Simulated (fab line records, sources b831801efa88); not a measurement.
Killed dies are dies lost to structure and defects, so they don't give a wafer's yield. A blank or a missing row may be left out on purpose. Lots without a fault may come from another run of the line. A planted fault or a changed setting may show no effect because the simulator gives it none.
fab line records | flow sky130
record lots=12 wafers=36 last_day=50
route steps=708 shown VIA4@651 METAL5@661 PAD_OPEN@707
lots that met no fault: from a run of the same line without faults
start_h: hours from the record's first day to the start of the lot's first wafer shown | wait_h: hours since the lot's step before | " the same as in the row above | L1.1+2: a row that stands for several wafers | - no value, or no start given | * or withheld: withheld | < > ~ a bound
route shown NAME@n: a module of which the file shows steps, and the number in the route of the first | usual: mean/standard deviation of fault-free wafers | same: alike in all rows | chamber/n: place in a boat | sites: the reading at each site | _std_site: their standard deviation | _edge_site: outer sites' mean less inner sites' | radius_mm: how far each site lies from the wafer's centre | mask NAME#n: copy n | behind: the tool/chamber that last shaped the wafer | hold: why the lot was held/for how many hours/how that ended | device: the transistor (n, p or np) that didn't switch | end of line: the same wafers' tests at the end of the route | a step without rows: its recipe alone | killed: dies lost to structure and defects at the first sort, not the wafer's yield | map: a wafer's dies, x killed, . not, _ none there
set.NAME: the setting as run; set.NAME@STEP: as run at that earlier step | model.NAME: the simulator's own value behind a step, which no gauge read
steps of the route over a sample of lots; a table a step, a row a wafer
services: from which hour (start_h, from the record's first day; less than 0 if before it) a tool's chamber was out of use, for how many hours, and why
## steps
# step SKY_VIA4_ETCH_12
# recipe target=SiO2 chemistry=C4F8/O2/Ar stop_on=TiN mask_material=NOVOLAK source_w=1500 bias_w=1200 pressure_mtorr=40 c4f8_flow_sccm=withheld O2_flow_sccm=6 Ar_flow_sccm=300 time_s=withheld target_depth_a=5800
# usual oes_product_au=0.926/0.0046
# columns lot.wafer tool chamber start_h wait_h oes_product_au
L617.4 rie_diel-03 1 1010.94 0.0 0.927
L617.5 " 2 " " 0.926
L617.6 " 1 " " 0.920
L619.3 rie_diel-03 1 1023.38 0.0 0.928
L619.5 " 2 " " 0.922
L619.6 " 1 " " 0.929
L620.1 rie_diel-03 0 1037.83 0.0 0.926
L620.2 " 3 " " 0.920
L620.5 " 1 " " 0.929
L621.3 rie_diel-04 0 1061.40 0.0 0.928
L621.4 " 1 " " 0.929
L621.5 " 0 " " 0.921
L622.1 rie_diel-02 3 1063.43 0.0 0.924
L622.5 " 3 " " 0.927
L622.6 " 2 " " 0.929
L626.1 rie_diel-02 0 1078.63 0.0 0.925
L626.2 " 2 " " 0.922
L626.3 " 3 " " 0.921
L628.4 rie_diel-04 0 1086.93 0.0 0.925
L628.5 " 2 " " 0.923
L628.6 " 3 " " 0.934
L629.4 rie_diel-03 2 1095.59 0.0 0.934
L629.5 " 2 " " 0.920
L629.6 " 3 " " 0.930
L630.2 rie_diel-04 2 1102.22 0.0 0.922
L630.3 " 3 " " 0.926
L630.5 " 1 " " 0.923
L631.1 rie_diel-03 1 1104.62 0.0 0.922
L631.2 " 3 " " 0.931
L631.5 " 0 " " 0.922
L636.1 rie_diel-02 3 1137.77 0.0 0.924
L636.3 " 1 " " 0.926
L636.6 " 1 " " 0.926
L637.2 rie_diel-03 0 1137.85 0.0 0.927
L637.4 " 3 " " 0.922
L637.6 " 2 " " 0.919
# step SKY_METAL5_SPUTTER_00
# recipe material=Ti target_thk_nm=15 power_w=3000 time_s=10 chamber_pressure_pa=0.4
# usual throttle_valve_pct=29.8/1
# columns lot.wafer tool chamber start_h wait_h throttle_valve_pct
L617.4 pvd_sputter-04 - 1012.35 0.2 30.0
L617.5 " - " " 29.9
L617.6 " - " " 30.7
L619.3 pvd_sputter-02 - 1025.02 0.1 29.9
L619.5 " - " " 29.8
L619.6 " - " " 29.9
L620.1 pvd_sputter-03 - 1039.19 0.1 31.5
L620.2 " - " " 28.5
L620.5 " - " " 28.8
L621.3 pvd_sputter-02 - 1062.78 0.2 27.7
L621.4 " - " " 29.9
L621.5 " - " " 29.6
L622.1 pvd_sputter-04 - 1065.05 0.1 30.0
L622.5 " - " " 30.9
L622.6 " - " " 29.3
L626.1 pvd_sputter-04 - 1080.13 0.1 31.0
L626.2 " - " " 30.1
L626.3 " - " " 30.0
L628.4 pvd_sputter-02 - 1088.65 0.2 29.9
L628.5 " - " " 29.8
L628.6 " - " " 27.6
L629.4 pvd_sputter-02 - 1097.00 0.1 29.5
L629.5 " - " " 27.7
L629.6 " - " " 29.9
L630.2 pvd_sputter-04 - 1103.58 0.2 30.8
L630.3 " - " " 29.7
L630.5 " - " " 28.9
L631.1 pvd_sputter-03 - 1105.98 0.1 29.0
L631.2 " - " " 31.6
L631.5 " - " " 28.6
L636.1 pvd_sputter-03 - 1139.16 0.1 28.9
L636.3 " - " " 31.8
L636.6 " - " " 31.3
L637.2 pvd_sputter-02 - 1139.20 0.1 30.0
L637.4 " - " " 29.4
L637.6 " - " " 29.5
# step SKY_METAL5_METAL_ETCH_15
# recipe target_depth_a=12600 stop_on=SiO2 over_etch_frac=0.2 time_s=252 chemistry=Cl2/BCl3 resist_sidewall_deg=86 pressure_mtorr=10 icp_w=900 bias_w=48.5 Cl2_flow_sccm=60 bcl3_flow_sccm=30
# usual drypump_motor_current_A=5.9/0.56 oes_product_au=0.894/0.0054 throttle_valve_pct=22.265/0.0088
# columns lot.wafer tool chamber start_h wait_h drypump_motor_current_A oes_product_au rf_hours_counter_h throttle_valve_pct
L617.4 rie_metal-02 1 1034.57 0.1 6.1 0.892 - 22.263
L617.5 " 1 " " 6.1 0.893 - 22.264
L617.6 " 0 " " 6.0 0.896 - 22.261
L619.3 rie_metal-02 0 1047.24 0.1 6.0 0.896 - 22.263
L619.5 " 0 " " 6.0 0.889 - 22.251
L619.6 " 1 " " 6.1 0.895 - 22.274
L620.1 rie_metal-04 0 1061.49 0.1 6.6 0.905 22 22.259
L620.2 " 0 " " 6.5 0.900 - 22.258
L620.5 " 0 " " 6.6 0.904 - 22.252
L621.3 rie_metal-01 1 1083.69 0.1 5.0 0.886 - 22.263
L621.4 " 0 " " 5.8 0.891 - 22.251
L621.5 " 1 " " 4.9 0.890 - 22.271
L622.1 rie_metal-02 0 1085.32 0.0 6.0 0.886 12 22.263
L622.5 " 1 " " 6.1 0.893 - 22.263
L622.6 " 0 " " 6.0 0.895 - 22.283
L626.1 rie_metal-02 1 1100.26 0.1 6.1 0.896 23 22.262
L626.2 " 1 " " 6.2 0.895 - 22.259
L626.3 " 1 " " 6.2 0.907 - 22.275
L628.4 rie_metal-01 0 1108.94 0.1 5.8 0.883 - 22.270
L628.5 " 1 " " 4.9 0.889 - 22.254
L628.6 " 0 " " 5.8 0.892 - 22.259
L629.4 rie_metal-02 0 1117.07 0.1 6.0 0.893 - 22.274
L629.5 " 1 " " 6.1 0.894 - 22.265
L629.6 " 0 " " 6.0 0.887 - 22.236
L630.2 rie_metal-04 1 1122.93 0.0 4.9 0.884 4 22.262
L630.3 " 1 " " 4.9 0.892 - 22.268
L630.5 " 1 " " 4.9 0.897 - 22.273
L631.1 rie_metal-01 1 1125.34 0.0 5.0 0.901 20 22.278
L631.2 " 0 " " 5.8 0.900 22 22.260
L631.5 " 0 " " 5.8 0.889 - 22.268
L636.1 rie_metal-04 1 1156.76 0.0 4.9 0.898 8 22.274
L636.3 " 0 " " 6.6 0.891 - 22.255
L636.6 " 1 " " 4.9 0.896 - 22.273
L637.2 rie_metal-01 0 1157.06 0.0 5.8 0.886 25 22.265
L637.4 " 1 " " 4.9 0.897 - 22.264
L637.6 " 0 " " 5.8 0.891 - 22.275
# step SKY_PAD_OPEN_BOW_MEAS_13
# recipe mode=bow
# usual PAD_OPEN_BOW=47/8.1
# columns lot.wafer tool chamber start_h wait_h PAD_OPEN_BOW[um]
L617.4 film_metro-02 - 1080.93 - 46
L617.5 " - " " 53
L617.6 " - " " 56
L619.3 film_metro-03 - 1092.47 - 40
L619.5 " - " " 41
L619.6 " - " " 44
L620.1 film_metro-02 - 1105.34 - 54
L620.2 " - " " 38
L620.5 " - " " 44
L621.3 film_metro-02 - 1128.51 - 42
L621.4 " - " " 52
L621.5 " - " " 48
L622.1 film_metro-03 - 1129.97 - 37
L622.5 " - " " 56
L622.6 " - " " 44
L626.1 film_metro-02 - 1143.02 - 51
L626.2 " - " " 53
L626.3 " - " " 57
L628.4 film_metro-04 - 1150.15 - 52
L628.5 " - " " 36
L628.6 " - " " 40
L629.4 film_metro-04 - 1158.63 - 58
L629.5 " - " " 39
L629.6 " - " " 42
L630.2 film_metro-02 - 1164.06 - 33
L630.3 " - " " 42
L630.5 " - " " 47
L631.1 film_metro-03 - 1165.77 - 48
L631.2 " - " " 49
L631.5 " - " " 51
L636.1 film_metro-02 - 1193.18 - 44
L636.3 " - " " 42
L636.6 " - " " 38
L637.2 film_metro-02 - 1193.58 - 48
L637.4 " - " " 55
L637.6 " - " " 55
# step SKY_PAD_OPEN_PROBE_99
# usual defect_limited_yield=82.0/1.9 killed_at_M0_to_M3=45/6.9 killed_at_M4_up=3.0/1.7 killed_at_contacts=25/5.6 killed_at_front_end=15/4.2 killed_at_other=0.3/0.55 killed_dies=89/9.6 killed_on_rim=18/4 killed_open=49/7.2 killed_short=39/6.5 sort_bin_3_pad_short=0.9/0.44 sort_bin_5_function=10.7/1.4 sort_bin_6_memory=6.4/1.3 sort_n_pass=403/9.6 sort_yield_pct=82.0/1.9
# same gross_dies=492 killed_at_back_side=0 sort_bin_4_leakage[%]=0 sort_bin_8_speed[%]=0
# columns lot.wafer tool chamber start_h wait_h defect_limited_yield[%] killed_at_M0_to_M3 killed_at_M4_up killed_at_contacts killed_at_front_end killed_at_other killed_dies killed_on_rim killed_open killed_short sort_bin_3_pad_short[%] sort_bin_5_function[%] sort_bin_6_memory[%] sort_n_pass sort_yield_pct[%]
L619.3 prober-02 - 1092.65 0.2 82.1 44 3 19 21 1 88 24 50 38 1.0 10.0 6.9 404 82.1
L619.5 prober-02 - 1092.75 0.2 80.9 55 2 27 10 0 94 21 55 39 0.6 12.6 5.9 398 80.9
L619.6 prober-02 - 1092.80 0.2 78.9 37 5 36 26 0 104 14 53 48 1.0 12.6 7.5 388 78.9
L622.1 prober-01 - 1130.09 0.1 81.9 48 3 24 14 0 89 20 48 41 0.2 10.4 7.5 403 81.9
L622.5 prober-01 - 1130.29 0.2 80.3 43 2 37 15 0 97 16 48 49 1.6 12.2 5.9 395 80.3
L622.6 prober-01 - 1130.34 0.2 83.7 49 1 20 10 0 80 13 49 31 0.4 10.2 5.7 412 83.7
L628.4 prober-02 - 1150.36 0.2 83.7 42 2 22 13 1 80 18 45 34 0.6 10.0 5.7 412 83.7
L628.5 prober-02 - 1150.41 0.2 84.8 39 2 19 15 0 75 20 39 35 0.4 9.1 5.7 417 84.8
L628.6 prober-02 - 1150.46 0.2 70.7 47 49 23 24 1 144 20 46 50 2.6 18.1 8.5 348 70.7
L629.4 prober-01 - 1158.84 0.2 83.1 42 4 23 14 0 83 21 48 35 0 10.6 6.3 409 83.1
L629.5 prober-01 - 1158.89 0.2 78.7 43 0 45 17 0 105 20 69 36 1.0 12.0 8.3 387 78.7
L629.6 prober-01 - 1158.94 0.2 81.1 53 7 21 12 0 93 23 54 39 1.2 11.0 6.7 399 81.1
L630.2 prober-02 - 1164.21 0.1 82.1 49 3 25 11 0 88 12 49 39 1.0 11.2 5.7 404 82.1
L630.3 prober-02 - 1164.26 0.2 73.2 46 44 19 22 1 132 22 49 42 1.6 17.5 7.7 360 73.2
L630.5 prober-02 - 1164.36 0.2 84.1 42 0 17 19 0 78 15 36 42 1.0 9.6 5.3 414 84.1
L631.5 prober-01 - 1166.09 0.2 80.5 36 8 38 13 1 96 17 45 51 1.6 10.0 7.9 396 80.5
L636.1 prober-02 - 1193.30 0.1 80.1 53 6 21 17 1 98 24 57 40 1.8 10.2 7.9 394 80.1
L636.3 prober-02 - 1193.40 0.2 80.7 50 2 25 16 2 95 23 55 38 1.0 10.8 7.5 397 80.7
L636.6 prober-02 - 1193.55 0.2 83.3 45 2 18 16 1 82 22 46 36 0.6 9.1 6.9 410 83.3
# killed by level:class
L619.3 VIA1:geometric_particle:open=10 FIELD_ISO:geometric_particle:short=9 VIA2:geometric_particle:open=8 FIELD_ISO:geometric_particle:open=6 LI_CONTACT:geometric_particle:open=6 METAL2:geometric_particle:short=5 VIA3:geometric_particle:open=5 LI_CONTACT:geometric_particle:short=4
L619.5 VIA1:geometric_particle:open=16 CONTACT:geometric_particle:open=12 VIA3:geometric_particle:open=10 VIA2:geometric_particle:open=7 METAL2:geometric_particle:short=6 LI_CONTACT:geometric_particle:open=5 METAL1:geometric_particle:short=5 CONTACT:geometric_particle:short=4
L619.6 LI_CONTACT:geometric_particle:open=12 VIA1:geometric_particle:open=11 POLY_GATE:geometric_particle:short=8 CONTACT:geometric_particle:open=8 LOCAL_INTERCONNECT:geometric_particle:short=7 METAL2:geometric_particle:short=6 VIA3:geometric_particle:open=5 POLY_GATE:geometric_particle:open=4
L622.1 VIA3:geometric_particle:open=10 CONTACT:geometric_particle:open=8 LI_CONTACT:geometric_particle:open=7 VIA1:geometric_particle:short=7 METAL1:geometric_particle:open=6 LOCAL_INTERCONNECT:geometric_particle:short=6 METAL1:geometric_particle:short=6 POLY_GATE:geometric_particle:open=5
L622.5 CONTACT:geometric_particle:open=10 VIA3:geometric_particle:open=10 LI_CONTACT:geometric_particle:open=9 CONTACT:geometric_particle:short=6 METAL1:geometric_particle:short=6 VIA3:geometric_particle:short=6 LOCAL_INTERCONNECT:geometric_particle:short=5 VIA1:geometric_particle:open=5
L622.6 VIA1:geometric_particle:open=18 VIA2:geometric_particle:open=8 VIA3:geometric_particle:open=7 LI_CONTACT:geometric_particle:open=6 LOCAL_INTERCONNECT:geometric_particle:short=6 METAL3:geometric_particle:short=5 FIELD_ISO:geometric_particle:open=4 POLY_GATE:geometric_particle:short=4
L628.4 VIA1:geometric_particle:open=10 LI_CONTACT:geometric_particle:open=8 VIA3:geometric_particle:open=7 LOCAL_INTERCONNECT:geometric_particle:short=6 CONTACT:geometric_particle:open=6 METAL1:geometric_particle:short=5 METAL2:geometric_particle:short=5 VIA1:geometric_particle:short=4
L628.5 VIA1:geometric_particle:open=8 CONTACT:geometric_particle:open=7 METAL2:geometric_particle:short=7 METAL1:geometric_particle:short=6 LI_CONTACT:geometric_particle:open=5 FIELD_ISO:geometric_particle:open=4 POLY_GATE:geometric_particle:open=3 SPACER:geometric_particle:open=3
L628.6 VIA4:unspecified=47 CONTACT:geometric_particle:open=11 VIA1:geometric_particle:open=10 POLY_GATE:geometric_particle:short=8 METAL1:geometric_particle:short=8 FIELD_ISO:geometric_particle:short=6 LI_CONTACT:geometric_particle:open=6 VIA3:geometric_particle:open=6
L629.4 VIA1:geometric_particle:open=9 LI_CONTACT:geometric_particle:open=8 METAL2:geometric_particle:short=7 CONTACT:geometric_particle:open=6 VIA2:geometric_particle:open=6 VIA3:geometric_particle:open=6 FIELD_ISO:geometric_particle:short=5 POLY_GATE:geometric_particle:short=4
L629.5 CONTACT:geometric_particle:open=21 LI_CONTACT:geometric_particle:open=12 VIA3:geometric_particle:open=7 VIA1:geometric_particle:open=6 VIA2:geometric_particle:open=6 FIELD_ISO:geometric_particle:open=5 LOCAL_INTERCONNECT:geometric_particle:short=5 VIA1:geometric_particle:short=5
L629.6 VIA2:geometric_particle:open=11 CONTACT:geometric_particle:open=9 VIA1:geometric_particle:open=9 VIA1:geometric_particle:short=8 VIA3:geometric_particle:open=7 LI_CONTACT:geometric_particle:open=5 METAL4:geometric_particle:short=5 LOCAL_INTERCONNECT:geometric_particle:short=4
L630.2 VIA1:geometric_particle:open=15 METAL2:geometric_particle:short=10 LI_CONTACT:geometric_particle:open=9 CONTACT:geometric_particle:open=7 VIA2:geometric_particle:open=7 VIA1:geometric_particle:short=5 CONTACT:geometric_particle:short=4 METAL1:geometric_particle:short=4
L630.3 VIA4:unspecified=41 VIA1:geometric_particle:open=13 FIELD_ISO:geometric_particle:short=10 CONTACT:geometric_particle:open=7 VIA3:geometric_particle:open=7 VIA2:geometric_particle:open=6 LOCAL_INTERCONNECT:geometric_particle:short=5 FIELD_ISO:geometric_particle:open=4
L630.5 VIA1:geometric_particle:open=9 VIA1:geometric_particle:short=9 CONTACT:geometric_particle:open=8 FIELD_ISO:geometric_particle:short=4 SONOS_ONO:geometric_particle:short=4 VIA3:geometric_particle:open=4 METAL2:geometric_particle:short=4 VIA3:geometric_particle:short=4
L631.5 CONTACT:geometric_particle:open=15 CONTACT:geometric_particle:short=11 VIA1:geometric_particle:open=8 METAL4:geometric_particle:short=7 LOCAL_INTERCONNECT:geometric_particle:short=6 VIA2:geometric_particle:open=6 VIA1:geometric_particle:short=5 METAL2:geometric_particle:short=5
L636.1 VIA3:geometric_particle:open=15 VIA1:geometric_particle:open=9 LI_CONTACT:geometric_particle:open=9 METAL2:geometric_particle:short=7 CONTACT:geometric_particle:open=6 METAL1:geometric_particle:short=6 FIELD_ISO:geometric_particle:short=5 POLY_GATE:geometric_particle:open=5
L636.3 VIA1:geometric_particle:open=11 LI_CONTACT:geometric_particle:open=9 CONTACT:geometric_particle:open=9 VIA3:geometric_particle:open=9 VIA3:geometric_particle:short=8 METAL1:geometric_particle:short=7 FIELD_ISO:geometric_particle:open=5 POLY_GATE:geometric_particle:open=4
L636.6 VIA1:geometric_particle:open=13 LI_CONTACT:geometric_particle:open=7 VIA3:geometric_particle:open=7 METAL1:geometric_particle:short=7 POLY_GATE:geometric_particle:short=6 VIA2:geometric_particle:open=6 METAL2:geometric_particle:short=5 FIELD_ISO:geometric_particle:short=4
## services
# columns tool chamber start_h hours kind
pvd_sputter-04 - 1010.48 1.7 repair
pvd_sputter-04 1 1017.32 - consumable_replace:kit
pvd_sputter-04 1 1017.32 18.0 scheduled_down
pvd_sputter-04 1 1017.32 18.0 vent_cycle
rie_metal-02 0 1041.33 1.7 repair
pvd_sputter-02 - 1042.02 13.8 repair
pvd_sputter-02 2 1062.95 - consumable_replace:kit
pvd_sputter-02 2 1062.95 18.0 scheduled_down
pvd_sputter-02 2 1062.95 18.0 vent_cycle
rie_diel-03 - 1067.09 2.8 pm
pvd_sputter-02 - 1067.48 12.5 repair
rie_metal-02 0 1098.27 5.1 repair
rie_diel-04 2 1113.39 12.9 repair
rie_diel-04 - 1120.04 2.5 repair
rie_metal-02 - 1122.50 0.2 repair
rie_diel-04 - 1123.65 2.8 pm
rie_metal-02 1 1133.18 - clean
rie_metal-02 1 1133.18 - consumable_replace:focus_ring
rie_metal-02 1 1133.18 43.3 scheduled_down
rie_metal-02 1 1133.18 43.3 vent_cycle
pvd_sputter-04 0 1133.40 - consumable_replace:kit
rie_diel-02 0 1134.09 3.9 repair
rie_metal-01 0 1144.76 5.6 repair
rie_diel-02 - 1150.89 1.2 repair
## key
first_sign step=SKY_PAD_OPEN_PROBE_99 reading=killed_at_M4_up direction=up sigmas=25 usual=3.0 struck=46.5
effect step=SKY_PAD_OPEN_PROBE_99 reading=sort_n_pass direction=down sigmas=5.1 usual=403 struck=354
met_at SKY_VIA4_ETCH_12
struck_lots L628,L630
struck_wafers L628.6,L630.3
not_acting_at SKY_METAL5_SPUTTER_00,SKY_METAL5_METAL_ETCH_15,SKY_PAD_OPEN_BOW_MEAS_13
fault kind=chamber_particle_source tool=rie_diel-04 chamber=3 onset_h=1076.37 steps=SKY_VIA4_ETCH_12 rate_per_visit_cm2=0.38952 end_h=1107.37
